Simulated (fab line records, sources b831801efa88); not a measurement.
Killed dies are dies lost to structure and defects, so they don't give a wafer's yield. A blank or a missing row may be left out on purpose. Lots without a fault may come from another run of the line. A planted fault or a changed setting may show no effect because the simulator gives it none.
Which tool did it? | flow gf180mcu | 15 lots, 43 wafers sampled, at 5 steps of a route of 602

WHAT THE GAUGES READ, wafer by wafer
GF_STI_BOW_MEAS_00. Usual: INCOMING_BOW 1 um, standard deviation 7.
lot  | measured    | on            | INCOMING_BOW (um) | flag
L222 | day 1 10:00 | film_metro-02 | -9 -2 -5          |
L223 | day 1 15:02 | film_metro-02 | 2 8 -1            |
L224 | day 1 20:00 | film_metro-02 | -2 1 5            |
L225 | day 2 01:00 | film_metro-01 | -10 -4 -4         |
L226 | day 2 06:00 | film_metro-01 | -6 9 2            |
L227 | day 2 11:00 | film_metro-01 | 1 -12 0           |
L228 | day 2 16:02 | film_metro-01 | 2 3 19            |
L229 | day 2 21:00 | film_metro-02 | -7 14 -1          |
L231 | day 3 07:05 | film_metro-02 | 3 5               |
L233 | day 3 17:00 | film_metro-02 | 16 -6             |
L238 | day 4 18:01 | film_metro-02 | 2 -5 4            |
L241 | day 5 09:01 | film_metro-01 | 6 8 4             |
L243 | day 5 19:00 | film_metro-01 | 3 6 8             |
L244 | day 6 00:00 | film_metro-03 | -5 9 -6           |
L245 | day 6 05:02 | film_metro-01 | 3 -2 7            |

GF_V4_THK_MEAS_25: measures by xrf. Usual: V4_W_THK 359 nm, standard deviation 8.9.
lot  | measured     | on            | V4_W_THK (nm) | flag
L222 | day 24 09:46 | film_metro-01 | 352 354 354   |
L223 | day 24 21:22 | film_metro-02 | 359 356 356   |
L224 | day 25 04:13 | film_metro-02 | 358 359 350   |
L225 | day 25 13:31 | film_metro-02 | 355 353 354   |
L226 | day 25 23:28 | film_metro-02 | 354 369 375   |
L227 | day 26 06:40 | film_metro-01 | 358 351 351   |
L228 | day 26 10:20 | film_metro-02 | 351 349 353   |
L229 | day 26 17:34 | film_metro-02 | 348 348 349   |
L231 | day 27 13:50 | film_metro-02 | 367 354       |
L233 | day 28 03:57 | film_metro-04 | 379 361       |
L238 | day 29 11:21 | film_metro-01 | 358 362 348   |
L241 | day 30 11:41 | film_metro-04 | 365 371 361   |
L243 | day 30 22:04 | film_metro-01 | 364 357 348   |
L244 | day 31 02:31 | film_metro-04 | 378 374 377   |
L245 | day 31 09:28 | film_metro-02 | 353 362 365   |

WHICH TOOL RAN EACH LOT (tool, then ch and the chambers of the sampled wafers, then the start)
lot  | GF_STI_ETCH_14                  | GF_STI_STRIP_15                     | GF_V3_SPUTTER_21
L222 | rie_si-02 ch 0,2,3, day 2 03:07 | plasma_asher-01 ch 0, day 2 03:11   | pvd_sputter-03, day 22 08:49
L223 | rie_si-01 ch 0,3, day 2 08:34   | plasma_asher-02 ch 0,1, day 2 08:40 | pvd_sputter-04, day 22 20:40
L224 | rie_si-01 ch 0,2,3, day 2 13:40 | plasma_asher-02 ch 0,1, day 2 13:44 | pvd_sputter-04, day 23 03:43
L225 | rie_si-01 ch 0,2,3, day 2 17:22 | plasma_asher-03 ch 0,1, day 2 17:26 | pvd_sputter-03, day 23 12:50
L226 | rie_si-02 ch 0,3, day 2 21:49   | plasma_asher-03 ch 0,1, day 2 21:53 | pvd_sputter-03, day 24 00:14
L227 | rie_si-02 ch 0,1,3, day 3 03:37 | plasma_asher-03 ch 0,1, day 3 03:41 | pvd_sputter-01, day 24 07:52
L228 | rie_si-01 ch 1,2, day 3 07:25   | plasma_asher-03 ch 0,1, day 3 07:31 | pvd_sputter-04, day 24 11:35
L229 | rie_si-02 ch 1,2,3, day 3 13:31 | plasma_asher-01 ch 0,1, day 3 13:35 | pvd_sputter-01, day 24 20:20
L231 | rie_si-02 ch 0,3, day 4 00:39   | plasma_asher-01 ch 0,1, day 4 00:45 | pvd_sputter-03, day 25 16:56
L233 | rie_si-02 ch 0,2, day 4 10:31   | plasma_asher-01 ch 0,1, day 4 10:35 | pvd_sputter-04, day 26 07:07
L238 | rie_si-01 ch 0,3, day 5 12:16   | plasma_asher-02 ch 0,1, day 5 12:20 | pvd_sputter-04, day 27 16:59
L241 | rie_si-01 ch 0,3, day 6 04:31   | plasma_asher-01 ch 0,1, day 6 04:35 | pvd_sputter-04, day 28 17:43
L243 | rie_si-01 ch 1,3, day 6 13:31   | plasma_asher-03 ch 0,1, day 6 13:35 | pvd_sputter-01, day 29 06:11
L244 | rie_si-01 ch 0,1,3, day 6 18:22 | plasma_asher-03 ch 0,1, day 6 18:26 | pvd_sputter-04, day 29 10:01
L245 | rie_si-02 ch 0,3, day 6 23:31   | plasma_asher-01 ch 0,1, day 6 23:37 | pvd_sputter-04, day 29 18:02
- GF_STI_ETCH_14: etches Si in HBr/Cl2/O2, target depth 360 nm, time 102.9 s.
- GF_STI_STRIP_15: strips in O2/N2.
- GF_V3_SPUTTER_21: material Ti, target thk 15 nm, time 80.02 s.

WHAT THE TOOLS THEMSELVES READ (means of the sampled wafers that have a number; where no wafer has one, the mark that the record gives instead)
GF_STI_ETCH_14. Usual: chamber_pressure_mTorr 14.999 mTorr, standard deviation 0.015; drypump_motor_current_A 5.5 A, standard deviation 0.59; oes_product_au 1.001 a.u., standard deviation 0.0069; run_length_s 131.3 s, standard deviation 0.43; throttle_valve_pct 25.656 %, standard deviation 0.0091.
lot  | tool      | chamber_pressure_mTorr (mTorr) | drypump_motor_current_A (A) | oes_product_au (a.u.) | run_length_s (s) | throttle_valve_pct (%) | flag
L222 | rie_si-02 | 15.010                         | 5.7                         | 1.002                 | 131.1            | 25.648                 |
L223 | rie_si-01 | 15.009                         | 4.9                         | 1.002                 | 131.2            | 25.652                 |
L224 | rie_si-01 | 14.999                         | 5.2                         | 1.004                 | 131.3            | 25.654                 |
L225 | rie_si-01 | 15.009                         | 5.2                         | 0.997                 | 131.3            | 25.650                 |
L226 | rie_si-02 | 14.997                         | 6.2                         | 1.004                 | 130.9            | 25.660                 |
L227 | rie_si-02 | 14.984                         | 5.8                         | 1.001                 | 131.3            | 25.657                 |
L228 | rie_si-01 | 14.992                         | 5.9                         | 1.005                 | 131.3            | 25.659                 |
L229 | rie_si-02 | 15.003                         | 5.8                         | 1.002                 | 117.5            | 25.667                 | OFF
L231 | rie_si-02 | 15.006                         | 6.0                         | 1.006                 | 109.8            | 25.659                 | OFF
L233 | rie_si-02 | 15.006                         | 5.3                         | 0.998                 | 110.1            | 25.646                 | OFF
L238 | rie_si-01 | 14.997                         | 4.8                         | 1.010                 | 130.9            | 25.648                 |
L241 | rie_si-01 | 15.015                         | 4.9                         | 1.004                 | 131.0            | 25.655                 |
L243 | rie_si-01 | 15.003                         | 5.5                         | 0.997                 | 131.6            | 25.659                 |
L244 | rie_si-01 | 14.983                         | 5.2                         | 1.006                 | 131.1            | 25.652                 |
L245 | rie_si-02 | 14.998                         | 5.8                         | 1.004                 | 131.1            | 25.649                 |

GF_STI_STRIP_15. Usual: chamber_pressure_mTorr 1499.9 mTorr, standard deviation 1.3; drypump_motor_current_A 5.8 A, standard deviation 0.3; heater_power_w 343 W, standard deviation 21; oes_product_au 0.384 a.u., standard deviation 0.0045; strip_time_to_endpoint_s 3.73 s, standard deviation 0.033.
lot  | tool            | chamber_pressure_mTorr (mTorr) | drypump_motor_current_A (A) | heater_power_w (W) | oes_product_au (a.u.) | strip_time_to_endpoint_s (s) | flag
L222 | plasma_asher-01 | 1500.1                         | 6.0                         | 311                | 0.385                 | 3.70                         |
L223 | plasma_asher-02 | 1500.6                         | 6.2                         | 354                | 0.382                 | 3.72                         |
L224 | plasma_asher-02 | 1498.6                         | 5.9                         | 364                | 0.377                 | 3.69                         |
L225 | plasma_asher-03 | 1500.0                         | 5.5                         | 339                | 0.384                 | 3.77                         |
L226 | plasma_asher-03 | 1499.5                         | 5.5                         | 339                | 0.384                 | 3.73                         |
L227 | plasma_asher-03 | 1498.6                         | 5.5                         | 339                | 0.382                 | 3.72                         |
L228 | plasma_asher-03 | 1500.4                         | 5.6                         | 333                | 0.381                 | 3.73                         |
L229 | plasma_asher-01 | 1500.6                         | 5.8                         | 349                | 0.393                 | 3.93                         | OFF
L231 | plasma_asher-01 | 1500.6                         | 5.8                         | 330                | 0.395                 | 3.99                         | OFF
L233 | plasma_asher-01 | 1499.9                         | 5.8                         | 335                | 0.393                 | 4.03                         | OFF
L238 | plasma_asher-02 | 1498.9                         | 5.9                         | 367                | 0.387                 | 3.73                         |
L241 | plasma_asher-01 | 1500.5                         | 5.7                         | 350                | 0.383                 | 3.76                         |
L243 | plasma_asher-03 | 1498.9                         | 5.4                         | 337                | 0.387                 | 3.70                         |
L244 | plasma_asher-03 | 1499.9                         | 5.5                         | 336                | 0.385                 | 3.69                         |
L245 | plasma_asher-01 | 1499.6                         | 5.9                         | 328                | 0.382                 | 3.70                         |

GF_V3_SPUTTER_21. Usual: throttle_valve_pct 29.8 %, standard deviation 1.
lot  | tool           | throttle_valve_pct (%) | flag
L222 | pvd_sputter-03 | 29.9                   |
L223 | pvd_sputter-04 | 29.1                   |
L224 | pvd_sputter-04 | 29.9                   |
L225 | pvd_sputter-03 | 29.6                   |
L226 | pvd_sputter-03 | 29.3                   |
L227 | pvd_sputter-01 | 30.0                   |
L228 | pvd_sputter-04 | 29.8                   |
L229 | pvd_sputter-01 | 29.6                   |
L231 | pvd_sputter-03 | 30.7                   |
L233 | pvd_sputter-04 | 29.6                   |
L238 | pvd_sputter-04 | 29.5                   |
L241 | pvd_sputter-04 | 29.4                   |
L243 | pvd_sputter-01 | 29.9                   |
L244 | pvd_sputter-04 | 29.2                   |
L245 | pvd_sputter-04 | 29.8                   |

THE ANSWER, worked out from the rows above alone
Rule: a lot is off if the mean of its wafers that have a number lies more than 3 standard deviations from the usual mean. A lot without any number at a reading at which 4 lots or more have one is off too. The other lots that the step has rows for count as sound. The gauges are gone through in route order, then the tools' own readings, and for those a lot's mean is taken as printed above. The first step at which some lot is off is used, and at that step the reading that is off furthest; a lot without a number counts as furthest.
Off: L229, L231, L233, at GF_STI_ETCH_14 (run_length_s).
A tool fits if, at that step or a process step before it, it ran every lot that is off, and no sound lot after the first of them. None of those tried fits.

WHAT THE SIMULATOR HAD PUT IN
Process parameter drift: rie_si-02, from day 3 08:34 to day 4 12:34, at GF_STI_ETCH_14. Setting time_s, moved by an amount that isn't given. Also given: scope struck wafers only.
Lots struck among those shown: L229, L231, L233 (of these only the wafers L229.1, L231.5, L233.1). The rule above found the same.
